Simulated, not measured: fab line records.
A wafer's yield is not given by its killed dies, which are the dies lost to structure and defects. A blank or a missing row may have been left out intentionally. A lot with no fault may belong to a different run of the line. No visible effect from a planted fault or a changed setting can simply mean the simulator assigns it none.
Which tool is to blame? ; flow sky130 ; 33 wafers from 11 lots sampled at 5 of the route's 708 steps

== WHAT THE GAUGES SHOWED, per wafer ==
SKY_VT_ADJUST_NCORE_CD_MEAS_07: the cd target is 380 nm.
lot;measured;on;cd-nm (nm)
L431;day 8 11:53;cd-sem-01;382.3 380.7 381.8
L432;day 8 20:05;cd-sem-02;380.7 380.8 382.3
L435;day 9 13:54;cd-sem-02;376.6 378.2 379.3
L436;day 9 18:00;cd-sem-01;380.1 378.5 380.3
L438;day 10 10:59;cd-sem-02;383.3 382.4 379.7
L439;day 10 15:11;cd-sem-01;379.4 379.2 380.3
L441;day 11 07:50;cd-sem-01;377.9 381.0 377.0
L443;day 12 00:09;cd-sem-02;379.2 381.1 379.6
L446;day 12 18:21;cd-sem-02;378.4 377.1 376.2
L447;day 13 07:32;cd-sem-01;381.2 384.3 382.3
L454;day 15 11:52;cd-sem-01;373.4 373.9 374.1

SKY_GATE_OXIDE_OVL_MEAS_10.
lot;measured;on;GATE_OXIDE_OVL (nm)
L431;day 13 11:35;overlay-02;-0.1 -0.3 -3.8
L432;day 13 23:17;overlay-01;-0.9 0.1 0.4
L435;day 15 02:43;overlay-01;-2.1 -1.7 -0.5
L436;day 15 00:48;overlay-01;-0.5 0.7 0.9
L438;day 16 04:55;overlay-01;1.0 1.2 0.4
L439;day 16 07:08;overlay-02;-0.3 -1.7 -0.7
L441;day 17 01:56;overlay-02;-3.7 -1.6 -2.7
L443;day 18 00:30;overlay-02;-0.4 -0.4 0.0
L446;day 18 19:31;overlay-02;0.2 -1.5 -0.4
L447;day 19 13:17;overlay-01;0.1 -1.3 -0.3
L454;day 22 00:41;overlay-02;0.9 1.4 0.9

SKY_POLY_GATE_THK_MEAS_01.
lot;measured;on;POLY_GATE_CVD_00_THK (nm)
L431;day 13 14:49;film-metro-03;178.0 178.5 178.6
L432;day 14 02:56;film-metro-02;179.0 178.3 178.6
L435;day 15 07:55;film-metro-02;181.3 181.3 181.1
L436;day 15 05:08;film-metro-01;182.4 180.9 181.0
L438;day 16 09:11;film-metro-03;181.1 181.6 181.3
L439;day 16 12:08;film-metro-03;177.1 177.2 178.2
L441;day 17 06:20;film-metro-01;181.0 181.1 182.4
L443;day 18 03:44;film-metro-02;181.0 181.2 181.9
L446;day 18 23:08;film-metro-03;152.7 153.8 152.0
L447;day 19 19:13;film-metro-03;154.5 154.0 155.9
L454;day 22 03:55;film-metro-01;180.6 180.8 179.0

SKY_POLY_GATE_CD_MEAS_13: the cd target is 150 nm.
lot;measured;on;cd-nm (nm)
L431;day 15 22:26;cd-sem-02;150.2 152.2 149.3
L432;day 16 11:30;cd-sem-02;149.7 149.1 148.8
L435;day 17 19:31;cd-sem-02;148.8 148.5 149.2
L436;day 17 15:27;cd-sem-01;153.0 152.9 151.5
L438;day 18 22:32;cd-sem-01;149.5 148.3 147.3
L439;day 19 01:02;cd-sem-01;150.4 148.4 148.8
L441;day 19 20:38;cd-sem-01;152.2 152.9 151.8
L443;day 20 19:24;cd-sem-02;151.8 152.6 152.3
L446;day 21 13:30;cd-sem-02;148.1 150.0 148.4
L447;day 22 09:50;cd-sem-01;149.8 150.1 150.8
L454;day 24 16:59;cd-sem-01;149.8 149.9 150.0

== WHAT TOOL EACH LOT RAN ON (gives the tool, then ch and the chambers of the sampled wafers, and finally the start) ==
lot;SKY_POLY_GATE_CVD_00
L431;lpcvd-01 ch 1, day 13 13:37
L432;lpcvd-01 ch 1, day 14 01:44
L435;lpcvd-01 ch 1, day 15 06:43
L436;lpcvd-01 ch 0, day 15 03:55
L438;lpcvd-01 ch 1, day 16 07:59
L439;lpcvd-01 ch 0, day 16 10:56
L441;lpcvd-01 ch 0, day 17 05:08
L443;lpcvd-01 ch 0, day 18 02:32
L446;lpcvd-01 ch 0, day 18 21:56
L447;lpcvd-01 ch 1, day 19 18:01
L454;lpcvd-01 ch 0, day 22 02:43
- SKY_POLY_GATE_CVD_00: deposits poly-Si, target thk 180 nm, time 720 s.

== AS READ BY THE TOOLS THEMSELVES (means over the sampled wafers that have a number; for cases with no such wafer, the mark the record gives instead) ==
SKY_POLY_GATE_CVD_00.
lot;tool;spike-tc-bottom-C (C);spike-tc-centre-C (C);spike-tc-lower-C (C);spike-tc-top-C (C);spike-tc-upper-C (C);susceptor-temp-C (C)
L431;lpcvd-01;636;619.4;619.7;640.2;618.1;620.3
L432;lpcvd-01;637;618.8;620.7;640.8;617.7;620.2
L435;lpcvd-01;636;617.4;620.9;640.8;619.4;619.8
L436;lpcvd-01;644;622.4;619.7;643.2;619.2;620.0
L438;lpcvd-01;636;620.3;620.0;640.9;618.6;620.0
L439;lpcvd-01;644;622.5;620.5;641.6;618.7;620.4
L441;lpcvd-01;643;623.1;621.5;643.5;618.6;620.3
L443;lpcvd-01;643;622.5;620.9;643.3;619.1;619.9
L446;lpcvd-01;637;614.9;613.6;636.4;611.3;620.0
L447;lpcvd-01;629;611.1;614.0;634.0;611.8;620.0
L454;lpcvd-01;642;622.6;620.9;642.2;618.6;619.9

== THE ANSWER, worked out from the rows above alone ==
Rule: what is usual is taken from the lots themselves. Put in order of their means at a reading, lots are off if they are a third of the lots or fewer, leave a main group of 4 or more, and stand apart from it by a gap of 3 or more times the standard deviation of the main group's means; of several such gaps the widest counts. A main group is skipped when, at the precision printed for the reading in the tables above, its means are all equal. Also off: a lot with no number at a reading for which 4 or more lots have one. The other lots that the step has rows for count as sound. Order of review: gauges by route order, followed by the tools' own readings, for which a lot's mean as printed above is used. At the first step where some lot is off, the reading lying furthest off is the one used; lots without a number count as furthest.
Off: L446, L447, seen at SKY_POLY_GATE_THK_MEAS_01 (POLY_GATE_CVD_00_THK). The main group: mean 180.2 nm, standard deviation 1.5.
A tool fits if, at a process step before that reading, it ran every lot that is off, and no sound lot after the first of them. The gauges at SKY_POLY_GATE_THK_MEAS_01 aren't tried: what is off there is off at SKY_POLY_GATE_CVD_00 too, on other tools, and a gauge's error can't cause that. None of those tried fits.

== WHAT WAS PUT IN BY THE SIMULATOR ==
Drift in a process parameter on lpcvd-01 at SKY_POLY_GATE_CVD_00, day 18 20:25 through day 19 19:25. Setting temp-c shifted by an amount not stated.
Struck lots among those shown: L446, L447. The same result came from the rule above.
